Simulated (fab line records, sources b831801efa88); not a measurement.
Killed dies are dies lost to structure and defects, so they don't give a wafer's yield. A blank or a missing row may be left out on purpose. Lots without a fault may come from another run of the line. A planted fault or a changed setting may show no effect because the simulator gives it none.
fab line records | flow gf180mcu
record lots=24 wafers=72 last_day=34
route steps=602 shown CONTACT@310 V1@353 V2@408 M3@424 V3@431
lots that met no fault: from a run of the same line without faults
start_h: hours from the record's first day to the start of the lot's first wafer shown | wait_h: hours since the lot's step before | " the same as in the row above | L1.1+2: a row that stands for several wafers | - no value, or no start given | * or withheld: withheld | < > ~ a bound
route shown NAME@n: a module of which the file shows steps, and the number in the route of the first | usual: mean/standard deviation of fault-free wafers | same: alike in all rows | chamber/n: place in a boat | sites: the reading at each site | _std_site: their standard deviation | _edge_site: outer sites' mean less inner sites' | radius_mm: how far each site lies from the wafer's centre | mask NAME#n: copy n | behind: the tool/chamber that last shaped the wafer | hold: why the lot was held/for how many hours/how that ended | device: the transistor (n, p or np) that didn't switch | end of line: the same wafers' tests at the end of the route | a step without rows: its recipe alone | killed: dies lost to structure and defects at the first sort, not the wafer's yield | map: a wafer's dies, x killed, . not, _ none there
set.NAME: the setting as run; set.NAME@STEP: as run at that earlier step | model.NAME: the simulator's own value behind a step, which no gauge read
steps of the route over a sample of lots; a table a step, a row a wafer
services: from which hour (start_h, from the record's first day; less than 0 if before it) a tool's chamber was out of use, for how many hours, and why
## steps
# step GF_CONTACT_SPUTTER_23
# recipe material=TiN target_thk_nm=10 chamber_pressure_pa=5 power_w=4000 time_s=40
# usual throttle_valve_pct=30.5/0.95
# columns lot.wafer tool chamber start_h wait_h throttle_valve_pct
L074.2 pvd_sputter-04 - 362.94 0.0 28.9
L074.3 " - " " 30.2
L074.5 " - " " 28.9
L075.2 pvd_sputter-04 - 373.08 0.0 31.8
L075.3 " - " " 28.7
L075.6 " - " " 31.7
L076.1 pvd_sputter-03 - 381.43 0.0 31.3
L076.3 " - " " 29.6
L076.5 " - " " 30.6
L078.1 pvd_sputter-01 - 396.54 0.0 30.6
L078.3 " - " " 31.7
L078.6 " - " " 30.7
L077.1 pvd_sputter-04 - 399.83 0.0 31.7
L077.2 " - " " 28.6
L077.6 " - " " 30.2
L079.3 pvd_sputter-03 - 401.58 0.0 29.8
L079.4 " - " " 30.9
L079.6 " - " " 30.5
L080.1 pvd_sputter-01 - 415.86 0.0 30.2
L080.2 " - " " 31.6
L080.6 " - " " 31.7
L081.1 pvd_sputter-01 - 422.99 0.0 31.3
L081.3 " - " " 30.4
L081.4 " - " " 30.3
L082.2 pvd_sputter-03 - 436.21 0.0 28.4
L082.4 " - " " 29.9
L082.6 " - " " 31.2
L083.3 pvd_sputter-04 - 443.16 0.0 28.9
L083.5 " - " " 28.7
L083.6 " - " " 31.3
L084.1 pvd_sputter-04 - 450.68 0.0 31.6
L084.2 " - " " 28.8
L084.6 " - " " 30.1
L085.3 pvd_sputter-03 - 465.83 0.0 29.7
L085.5 " - " " 28.7
L085.6 " - " " 31.4
L086.2 pvd_sputter-03 - 472.40 0.0 31.6
L086.5 " - " " 31.4
L086.6 " - " " 30.6
L087.1 pvd_sputter-04 - 490.05 0.0 29.0
L087.4 " - " " 30.3
L087.6 " - " " 28.9
L088.2 pvd_sputter-01 - 490.88 0.0 29.9
L088.4 " - " " 30.9
L088.5 " - " " 30.1
L089.1 pvd_sputter-04 - 497.54 0.0 31.4
L089.2 " - " " 28.9
L089.4 " - " " 31.6
L090.3 pvd_sputter-04 - 504.04 0.0 31.3
L090.4 " - " " 31.8
L090.6 " - " " 30.2
L091.1 pvd_sputter-03 - 513.47 0.0 30.4
L091.2 " - " " 29.6
L091.3 " - " " 31.3
L092.2 pvd_sputter-04 - 518.69 0.0 30.3
L092.4 " - " " 28.8
L092.6 " - " " 30.0
L093.2 pvd_sputter-04 - 525.71 0.0 31.6
L093.5 " - " " 29.1
L093.6 " - " " 31.5
L094.1 pvd_sputter-01 - 537.28 0.0 31.7
L094.5 " - " " 30.8
L094.6 " - " " 30.7
L095.1 pvd_sputter-01 - 545.12 0.0 30.7
L095.2 " - " " 30.2
L095.4 " - " " 30.5
L096.1 pvd_sputter-01 - 554.14 0.0 31.4
L096.3 " - " " 30.6
L096.6 " - " " 31.8
L097.2 pvd_sputter-01 - 563.14 0.0 31.4
L097.3 " - " " 30.1
L097.4 " - " " 30.5
# step GF_V1_STRIP_18
# recipe chemistry=O2/N2 power_w=1400 pressure_mtorr=1500 platen_temp_c=250 o2_flow_sccm=3000 n2_flow_sccm=300 overash_fraction=0.5
# usual drypump_motor_current_A=5.5/0.44 heater_power_w=320/12 n2_flow_sccm=300.1/0.86 oes_product_au=0.593/0.0052
# columns lot.wafer tool chamber start_h wait_h drypump_motor_current_A heater_power_w n2_flow_sccm oes_product_au rf_hours_counter_h
L074.2 plasma_asher-02 0 411.87 - 5.4 317 300.0 0.595 33
L074.3 " 1 " " 6.0 320 300.3 0.595 -
L074.5 " 1 " " 6.0 322 299.8 0.594 -
L075.2 plasma_asher-03 1 422.82 - 5.4 351 300.5 0.597 60
L075.3 " 0 " " 6.1 320 299.6 0.595 -
L075.6 " 1 " " 5.4 344 300.9 0.587 -
L076.1 plasma_asher-04 1 431.14 - 4.8 304 301.8 0.593 76
L076.3 " 1 " " 4.8 311 301.2 0.589 -
L076.5 " 0 " " 5.5 319 300.5 0.587 -
L078.1 plasma_asher-03 1 447.28 - 5.5 340 299.8 0.589 63
L078.3 " 1 " " 5.5 348 297.6 0.589 -
L078.6 " 1 " " 5.5 343 298.6 0.596 -
L077.1 plasma_asher-02 1 449.93 - 6.0 312 299.8 0.590 37
L077.2 " 0 " " 5.4 318 299.7 0.598 37
L077.6 " 0 " " 5.5 317 300.9 0.596 -
L079.3 plasma_asher-04 0 452.32 - 5.5 321 300.3 0.599 -
L079.4 " 1 " " 4.8 311 298.0 0.597 -
L079.6 " 1 " " 4.8 308 298.8 0.586 -
L080.1 plasma_asher-04 0 466.96 - 5.5 325 299.8 0.598 80
L080.2 " 1 " " 4.8 308 300.1 0.597 80
L080.6 " 0 " " 5.5 321 300.1 0.597 -
L081.1 plasma_asher-02 0 474.21 - 5.4 316 301.2 0.594 40
L081.3 " 1 " " 6.0 322 300.7 0.594 -
L081.4 " 0 " " 5.4 313 300.8 0.594 -
L082.2 plasma_asher-03 0 487.18 - 6.1 319 300.8 0.595 67
L082.4 " 1 " " 5.5 338 299.9 0.595 -
L082.6 " 1 " " 5.5 334 298.6 0.595 -
L083.3 plasma_asher-03 1 494.25 - 5.5 355 299.7 0.596 -
L083.5 " 1 " " 5.5 344 299.5 0.590 -
L083.6 " 0 " " 6.1 334 299.8 0.592 -
L084.1 plasma_asher-04 1 501.46 - 4.8 310 300.4 0.595 83
L084.2 " 0 " " 5.5 320 299.0 0.595 83
L084.6 " 0 " " 5.6 316 300.4 0.590 -
L085.3 plasma_asher-02 1 516.00 - 6.0 318 299.2 0.588 -
L085.5 " 0 " " 5.4 318 300.4 0.585 -
L085.6 " 1 " " 6.0 311 299.6 0.588 -
L086.2 plasma_asher-02 0 522.72 - 5.4 318 300.9 0.589 45
L086.5 " 1 " " 6.0 310 300.6 0.598 -
L086.6 " 0 " " 5.4 327 300.7 0.602 -
L087.1 plasma_asher-04 1 538.86 - 4.8 310 299.5 0.587 87
L087.4 " 1 " " 4.8 308 299.6 0.593 -
L087.6 " 0 " " 5.5 313 299.6 0.594 -
L088.2 plasma_asher-03 0 539.62 - 6.1 322 299.5 0.590 72
L088.4 " 1 " " 5.5 334 300.6 0.598 -
L088.5 " 0 " " 6.1 316 301.5 0.596 -
L089.1 plasma_asher-02 0 546.56 - 5.4 333 299.8 0.595 48
L089.2 " 1 " " 6.0 318 299.6 0.595 48
L089.4 " 0 " " 5.4 318 300.4 0.597 -
L090.3 plasma_asher-03 0 552.80 - 6.1 324 300.3 0.593 -
L090.4 " 1 " " 5.5 341 300.4 0.592 -
L090.6 " 1 " " 5.5 333 300.1 0.601 -
L091.1 plasma_asher-02 1 560.12 - 6.0 320 302.4 0.601 49
L091.2 " 0 " " 5.5 320 299.8 0.581 49
L091.3 " 0 " " 5.4 316 299.9 0.586 -
L092.2 plasma_asher-04 0 566.62 - 5.5 321 300.1 0.594 90
L092.4 " 0 " " 5.6 311 300.1 0.595 -
L092.6 " 0 " " 5.6 325 299.5 0.583 -
L093.2 plasma_asher-04 1 572.27 - 4.8 306 300.6 0.593 91
L093.5 " 1 " " 4.8 302 299.2 0.599 -
L093.6 " 0 " " 5.6 323 300.3 0.591 -
L094.1 plasma_asher-04 0 582.71 - 5.5 319 300.1 0.592 92
L094.5 " 0 " " 5.5 320 301.0 0.594 -
L094.6 " 1 " " 4.8 297 299.8 0.596 -
L095.1 plasma_asher-03 1 591.31 - 5.5 345 301.4 0.596 77
L095.2 " 0 " " 6.1 317 299.5 0.591 77
L095.4 " 1 " " 5.5 338 299.3 0.598 -
L096.1 plasma_asher-04 0 599.83 - 5.6 328 300.6 0.595 94
L096.3 " 0 " " 5.5 320 300.5 0.591 -
L096.6 " 1 " " 4.8 311 299.7 0.589 -
L097.2 plasma_asher-04 0 608.23 - 5.6 322 299.5 0.588 95
L097.3 " 1 " " 4.8 309 300.8 0.588 -
L097.4 " 0 " " 5.6 319 301.9 0.593 -
# step GF_V2_CMP_26
# recipe stop_on=SiO2 down_force_psi=3.5 platen_rpm=60 t_overpolish_s=15 target_thk_nm=0 pad_velocity_m_s=0.94248
# usual motor_current_A=11.2/1.2 overpolish_run_s=15.000/0.0088 slurry_flow_ml_min=149.9/0.45 time_to_endpoint_s=84/3.1
# same t_overpolish_s=15
# columns lot.wafer tool chamber start_h wait_h motor_current_A overpolish_run_s slurry_flow_ml_min time_to_endpoint_s
L074.2 cmp-02 2 464.17 0.1 13.3 14.997 151.0 88
L074.3 " 3 " " 12.4 15.000 150.1 89
L074.5 " 0 " " 10.3 14.998 150.0 87
L075.3 cmp-01 2 475.41 0.0 10.3 15.004 149.3 90
L075.2 " 3 " " 9.9 14.996 149.3 82
L075.6 " 3 " " 9.9 14.999 150.2 86
L076.3 cmp-01 0 484.16 0.0 12.3 15.004 150.1 81
L076.1 " 2 " " 10.8 14.991 149.4 85
L076.5 " 1 " " 12.1 14.997 149.4 87
L078.1 cmp-01 3 499.66 0.1 11.2 15.001 150.1 84
L078.3 " 0 " " 12.0 14.993 149.4 84
L078.6 " 2 " " 10.3 15.011 149.9 92
L077.2 cmp-01 1 501.97 0.1 11.8 15.011 149.3 88
L077.1 " 2 " " 9.8 14.989 149.3 88
L077.6 " 1 " " 11.4 15.010 150.0 87
L079.3 cmp-01 3 502.96 0.0 10.4 15.000 150.1 81
L079.4 " 0 " " 12.6 14.998 150.1 85
L079.6 " 3 " " 11.1 14.992 150.4 82
L080.1 cmp-01 2 518.92 0.1 10.2 14.992 150.2 88
L080.2 " 3 " " 10.7 15.005 150.4 82
L080.6 " 1 " " 11.8 15.001 149.0 87
L081.3 cmp-01 1 525.37 0.3 12.3 14.998 150.4 85
L081.4 " 2 " " 10.1 14.997 150.3 89
L081.1 " 3 " " 10.8 14.983 150.0 83
L082.4 cmp-02 2 537.78 0.1 12.7 14.999 149.9 88
L082.2 " 0 " " 10.6 15.009 150.5 77
L082.6 " 1 " " 9.2 15.003 149.6 85
L083.3 cmp-02 0 544.91 0.2 10.4 15.007 149.8 80
L083.6 " 1 " " 9.8 14.996 149.4 83
L083.5 " 2 " " 12.5 14.998 151.0 84
L084.2 cmp-02 0 550.99 0.0 11.1 15.008 149.9 79
L084.1 " 3 " " 11.9 15.005 150.1 79
L084.6 " 0 " " 11.0 14.989 149.8 80
L085.3 cmp-02 1 564.93 0.0 9.2 14.985 150.3 86
L085.5 " 1 " " 9.0 14.995 150.0 86
L085.6 " 2 " " 12.5 14.995 150.4 86
L086.2 cmp-01 0 572.06 0.2 12.5 14.988 149.7 81
L086.5 " 1 " " 11.9 15.013 149.7 81
L086.6 " 2 " " 11.2 15.010 149.4 88
L087.1 cmp-01 0 586.45 0.1 12.9 15.009 150.3 84
L087.4 " 2 " " 10.0 14.994 149.8 84
L087.6 " 0 " " 12.8 15.005 149.8 84
L088.2 cmp-02 3 588.60 0.1 11.9 15.007 149.5 84
L088.4 " 0 " " 10.7 15.010 149.7 83
L088.5 " 1 " " 9.1 14.994 149.6 87
L089.1 cmp-02 3 593.62 0.1 12.2 15.007 150.1 77
L089.2 " 0 " " 11.4 14.995 149.9 79
L089.4 " 1 " " 9.3 15.005 150.1 77
L090.3 cmp-02 1 599.37 0.1 8.8 15.002 150.2 84
L090.4 " 3 " " 11.6 14.995 149.7 85
L090.6 " 0 " " 10.7 15.000 149.9 81
L091.3 cmp-02 1 606.09 0.0 9.0 14.993 150.5 86
L091.2 " 2 " " 12.6 15.001 150.2 83
L091.1 " 0 " " 10.5 14.991 149.5 81
L092.4 cmp-02 2 612.97 0.1 12.8 14.999 150.3 86
L092.2 " 0 " " 10.0 14.987 150.2 80
L092.6 " 1 " " 8.8 14.998 149.4 87
L093.2 cmp-01 0 618.69 0.1 13.0 14.995 150.6 79
L093.6 " 2 " " 10.1 15.007 149.4 87
L093.5 " 3 " " 11.0 15.011 150.2 78
L094.1 cmp-01 0 627.39 0.1 11.4 15.011 149.6 82
L094.5 " 3 " " 11.1 14.990 149.6 84
L094.6 " 0 " " 11.4 14.992 149.9 86
L095.2 cmp-02 0 637.08 0.1 10.3 15.009 149.7 80
L095.4 " 1 " " 9.2 15.003 150.6 83
L095.1 " 2 " " 12.4 15.015 149.5 82
L096.1 cmp-02 1 644.29 0.1 8.8 14.995 149.3 88
L096.3 " 2 " " 12.8 14.996 149.9 85
L096.6 " 3 " " 12.6 15.006 149.3 85
L097.2 cmp-02 2 653.23 0.0 12.5 15.010 150.1 85
L097.4 " 0 " " 10.4 15.001 149.2 85
L097.3 " 1 " " 9.1 15.006 149.6 86
# step GF_M3_OVL_MEAS_15
# usual M3_OVL=5/5.9
# columns lot.wafer tool chamber start_h wait_h M3_OVL[nm]
L074.2 overlay-01 - 488.80 0.1 7
L074.3 " - " " 7
L074.5 " - " " 9
L075.2 overlay-01 - 499.25 0.1 10
L075.3 " - " " 5
L075.6 " - " " 10
L076.1 overlay-02 - 508.28 0.1 3
L076.3 " - " " 5
L076.5 " - " " 2
L078.1 overlay-01 - 523.69 0.1 7
L078.3 " - " " 5
L078.6 " - " " 0
L077.1 overlay-01 - 525.24 0.1 2
L077.2 " - " " 6
L077.6 " - " " 2
L079.3 overlay-01 - 526.29 0.1 9
L079.4 " - " " 14
L079.6 " - " " 1
L080.1 overlay-02 - 542.15 0.1 9
L080.2 " - " " -3
L080.6 " - " " 6
L081.1 overlay-01 - 548.59 0.1 10
L081.3 " - " " -1
L081.4 " - " " 6
L082.2 overlay-01 - 560.90 0.1 -4
L082.4 " - " " -1
L082.6 " - " " 1
L083.3 overlay-02 - 567.71 0.1 -6
L083.5 " - " " -3
L083.6 " - " " 5
L084.1 overlay-02 - 573.29 0.1 8
L084.2 " - " " 4
L084.6 " - " " 8
L085.3 overlay-02 - 587.46 0.1 11
L085.5 " - " " 5
L085.6 " - " " 1
L086.2 overlay-02 - 593.56 0.1 11
L086.5 " - " " -1
L086.6 " - " " 13
L087.1 overlay-02 - 607.99 0.1 10
L087.4 " - " " 4
L087.6 " - " " 7
L088.2 overlay-02 - 610.73 0.1 8
L088.4 " - " " 3
L088.5 " - " " 11
L089.1 overlay-01 - 614.89 0.1 3
L089.2 " - " " -2
L089.4 " - " " 3
L090.3 overlay-02 - 621.24 0.1 -7
L090.4 " - " " 2
L090.6 " - " " -3
L091.1 overlay-02 - 626.95 0.1 2
L091.2 " - " " -6
L091.3 " - " " 10
L092.2 overlay-01 - 633.96 0.1 17
L092.4 " - " " 15
L092.6 " - " " 21
L093.2 overlay-02 - 639.60 0.1 10
L093.5 " - " " 7
L093.6 " - " " 1
L094.1 overlay-02 - 648.60 0.1 4
L094.5 " - " " 2
L094.6 " - " " 2
L095.1 overlay-02 - 657.54 0.1 9
L095.2 " - " " 12
L095.4 " - " " 10
L096.1 overlay-02 - 664.19 0.1 5
L096.3 " - " " 10
L096.6 " - " " 0
L097.2 overlay-01 - 671.96 0.1 0
L097.3 " - " " 13
L097.4 " - " " -1
# step GF_V3_CVD_02
# recipe material=SiO2 target_thk_nm=850 precursor=TEOS temp_c=400 time_s=94.851 rf_w=600
# usual heater_power_w=715/150
# columns lot.wafer tool chamber start_h wait_h heater_power_w
L074.2 pecvd-01 2 489.65 0.0 574
L074.3 " 0 " " 625
L074.5 " 0 " " 678
L075.2 pecvd-01 2 500.06 0.0 625
L075.3 " 1 " " 533
L075.6 " 2 " " 504
L076.1 pecvd-03 2 509.14 0.1 1024
L076.3 " 1 " " 727
L076.5 " 1 " " 843
L078.1 pecvd-03 0 524.89 0.1 805
L078.3 " 2 " " 1032
L078.6 " 1 " " 829
L077.1 pecvd-01 0 526.09 0.1 677
L077.2 " 2 " " 606
L077.6 " 2 " " 635
L079.3 pecvd-03 2 527.43 0.0 1013
L079.4 " 0 " " 779
L079.6 " 1 " " 859
L080.1 pecvd-03 0 543.31 0.1 773
L080.2 " 2 " " 1066
L080.6 " 1 " " 807
L081.1 pecvd-02 2 549.55 0.1 674
L081.3 " 0 " " 604
L081.4 " 0 " " 510
L082.2 pecvd-02 2 561.71 0.0 565
L082.4 " 1 " " 646
L082.6 " 2 " " 630
L083.3 pecvd-01 2 568.63 0.0 569
L083.5 " 2 " " 621
L083.6 " 0 " " 630
L084.1 pecvd-03 1 574.25 0.1 906
L084.2 " 2 " " 1048
L084.6 " 0 " " 623
L085.3 pecvd-01 0 588.26 0.0 751
L085.5 " 1 " " 586
L085.6 " 0 " " 597
L086.2 pecvd-01 1 594.36 0.0 649
L086.5 " 1 " " 530
L086.6 " 0 " " 739
L087.1 pecvd-01 1 608.81 0.1 646
L087.4 " 1 " " 536
L087.6 " 2 " " 602
L088.2 pecvd-03 1 611.54 0.0 912
L088.4 " 0 " " 774
L088.5 " 1 " " 726
L089.1 pecvd-01 0 615.85 0.1 674
L089.2 " 2 " " 531
L089.4 " 2 " " 579
L090.3 pecvd-02 1 622.18 0.0 628
L090.4 " 2 " " 558
L090.6 " 1 " " 514
L091.1 pecvd-03 0 627.76 0.1 704
L091.2 " 1 " " 900
L091.3 " 2 " " 987
L092.2 pecvd-02 1 634.76 0.0 599
L092.4 " 0 " " 635
L092.6 " 1 " " 646
L093.2 pecvd-03 1 640.52 0.0 853
L093.5 " 0 " " 694
L093.6 " 1 " " 869
L094.1 pecvd-01 2 649.52 0.1 541
L094.5 " 1 " " 528
L094.6 " 2 " " 594
L095.1 pecvd-01 1 658.47 0.1 664
L095.2 " 0 " " 650
L095.4 " 2 " " 506
L096.1 pecvd-03 2 665.01 0.1 1024
L096.3 " 0 " " 783
L096.6 " 2 " " 858
L097.2 pecvd-03 2 672.76 0.0 1056
L097.3 " 1 " " 717
L097.4 " 1 " " 804
# step GF_V3_STRIP_18
# recipe chemistry=O2/N2 power_w=1400 pressure_mtorr=1500 platen_temp_c=250 o2_flow_sccm=3000 n2_flow_sccm=300 overash_fraction=0.5
# usual drypump_motor_current_A=5.6/0.41 heater_power_w=322/12 n2_flow_sccm=300.1/0.91 oes_product_au=0.593/0.0051
# columns lot.wafer tool chamber start_h wait_h drypump_motor_current_A heater_power_w n2_flow_sccm oes_product_au rf_hours_counter_h
L074.2 plasma_asher-04 0 513.52 - 5.6 320 300.3 0.596 85
L074.3 " 1 " " 4.8 307 300.8 0.589 -
L074.5 " 1 " " 4.8 308 300.4 0.586 -
L075.2 plasma_asher-03 0 524.21 - 6.1 321 300.6 0.606 71
L075.3 " 0 " " 6.1 331 300.4 0.594 -
L075.6 " 1 " " 5.4 345 298.4 0.600 -
L076.1 plasma_asher-02 0 533.07 - 5.4 319 301.0 0.598 46
L076.3 " 0 " " 5.4 315 300.7 0.595 -
L076.5 " 0 " " 5.4 328 299.9 0.594 -
L078.1 plasma_asher-02 1 548.11 - 6.0 313 300.6 0.591 48
L078.3 " 1 " " 6.0 318 300.1 0.588 -
L078.6 " 0 " " 5.4 317 301.6 0.591 -
L077.1 plasma_asher-02 0 549.71 - 5.4 316 299.9 0.600 48
L077.2 " 1 " " 6.1 311 300.1 0.595 48
L077.6 " 0 " " 5.4 318 299.5 0.593 -
L079.3 plasma_asher-03 0 550.84 - 6.1 320 300.4 0.600 -
L079.4 " 1 " " 5.5 338 302.9 0.585 -
L079.6 " 0 " " 6.1 323 300.1 0.604 -
L080.1 plasma_asher-03 1 566.28 - 5.4 346 298.4 0.593 75
L080.2 " 0 " " 6.1 321 298.2 0.578 75
L080.6 " 1 " " 5.5 337 300.1 0.586 -
L081.1 plasma_asher-03 1 571.92 - 5.5 350 298.4 0.588 76
L081.3 " 0 " " 6.1 318 300.9 0.599 -
L081.4 " 1 " " 5.5 341 298.6 0.586 -
L082.2 plasma_asher-02 1 583.96 - 6.0 304 300.2 0.595 52
L082.4 " 0 " " 5.5 325 299.4 0.599 -
L082.6 " 1 " " 6.0 316 300.4 0.584 -
L083.3 plasma_asher-04 1 591.22 - 4.8 311 299.7 0.594 -
L083.5 " 0 " " 5.6 327 299.4 0.600 -
L083.6 " 1 " " 4.8 306 299.2 0.596 -
L084.1 plasma_asher-04 0 596.52 - 5.6 327 299.7 0.588 93
L084.2 " 1 " " 4.8 309 299.8 0.586 93
L084.6 " 0 " " 5.6 322 300.0 0.589 -
L085.3 plasma_asher-04 1 609.87 - 4.9 303 299.4 0.590 -
L085.5 " 1 " " 4.8 310 298.9 0.589 -
L085.6 " 0 " " 5.5 319 299.6 0.584 -
L086.2 plasma_asher-03 0 615.76 - 6.1 315 301.3 0.594 80
L086.5 " 0 " " 6.1 309 301.3 0.593 -
L086.6 " 1 " " 5.5 341 299.0 0.594 -
L087.1 plasma_asher-03 0 630.13 - 6.1 318 300.3 0.601 81
L087.4 " 1 " " 5.5 341 301.5 0.595 -
L087.6 " 1 " " 5.5 346 300.8 0.588 -
L088.2 plasma_asher-04 0 633.43 - 5.6 324 300.4 0.596 97
L088.4 " 1 " " 4.8 309 300.3 0.590 -
L088.5 " 1 " " 4.8 302 300.2 0.596 -
L089.1 plasma_asher-03 0 636.66 - 6.1 320 300.3 0.591 82
L089.2 " 1 " " 5.5 343 299.7 0.591 82
L089.4 " 1 " " 5.5 350 300.3 0.596 -
L090.3 plasma_asher-03 0 643.64 - 6.1 322 300.2 0.593 -
L090.4 " 1 " " 5.5 350 298.4 0.589 -
L090.6 " 0 " " 6.1 329 298.7 0.589 -
L091.1 plasma_asher-02 0 648.33 - 5.4 315 300.2 0.588 59
L091.2 " 1 " " 6.0 310 300.1 0.586 59
L091.3 " 0 " " 5.4 323 299.7 0.596 -
L092.2 plasma_asher-04 0 655.46 - 5.6 325 298.7 0.592 99
L092.4 " 1 " " 4.8 312 300.5 0.596 -
L092.6 " 0 " " 5.5 311 298.7 0.596 -
L093.2 plasma_asher-03 1 660.93 - 5.5 336 299.6 0.594 85
L093.5 " 1 " " 5.4 345 299.5 0.589 -
L093.6 " 0 " " 6.1 327 298.7 0.606 -
L094.1 plasma_asher-04 1 669.36 - 4.8 311 299.8 0.592 101
L094.5 " 1 " " 4.8 302 301.1 0.594 -
L094.6 " 0 " " 5.6 318 300.4 0.598 -
L095.1 plasma_asher-02 0 678.27 - 5.4 324 299.5 0.596 60
L095.2 " 1 " " 6.0 321 300.5 0.589 60
L095.4 " 0 " " 5.4 318 299.0 0.606 -
L096.1 plasma_asher-02 1 684.83 - 6.0 315 301.1 0.595 61
L096.3 " 0 " " 5.4 318 300.2 0.603 -
L096.6 " 0 " " 5.4 337 300.5 0.587 -
L097.2 plasma_asher-02 0 692.41 - 5.4 320 300.5 0.595 62
L097.3 " 0 " " 5.4 322 301.8 0.588 -
L097.4 " 1 " " 6.0 319 299.5 0.595 -
## services
# columns tool chamber start_h hours kind
pecvd-01 - 345.09 1.6 repair
plasma_asher-04 - 349.75 4.3 pm
pecvd-01 - 368.88 14.0 pm
plasma_asher-03 - 385.95 3.8 repair
plasma_asher-03 - 403.18 14.6 pm
cmp-02 - 404.21 4.0 pm
pecvd-01 - 416.54 2.8 pm
pvd_sputter-04 - 435.68 4.3 repair
cmp-01 - 447.14 1.3 repair
plasma_asher-03 - 455.68 0.6 repair
pecvd-03 1 479.64 2.9 repair
pecvd-01 0 491.50 12.1 repair
pecvd-01 1 493.64 3.2 repair
cmp-01 - 520.70 0.4 repair
cmp-02 - 525.08 3.2 repair
plasma_asher-02 - 540.48 2.8 pm
plasma_asher-03 - 564.34 1.8 repair
cmp-01 - 572.21 4.0 pm
cmp-02 - 591.07 0.6 repair
plasma_asher-03 - 595.57 2.8 pm
cmp-01 - 608.49 7.0 pm
plasma_asher-02 - 654.20 14.6 pm
cmp-02 - 686.07 4.8 pm
plasma_asher-03 - 688.70 4.1 repair
## key
fault none
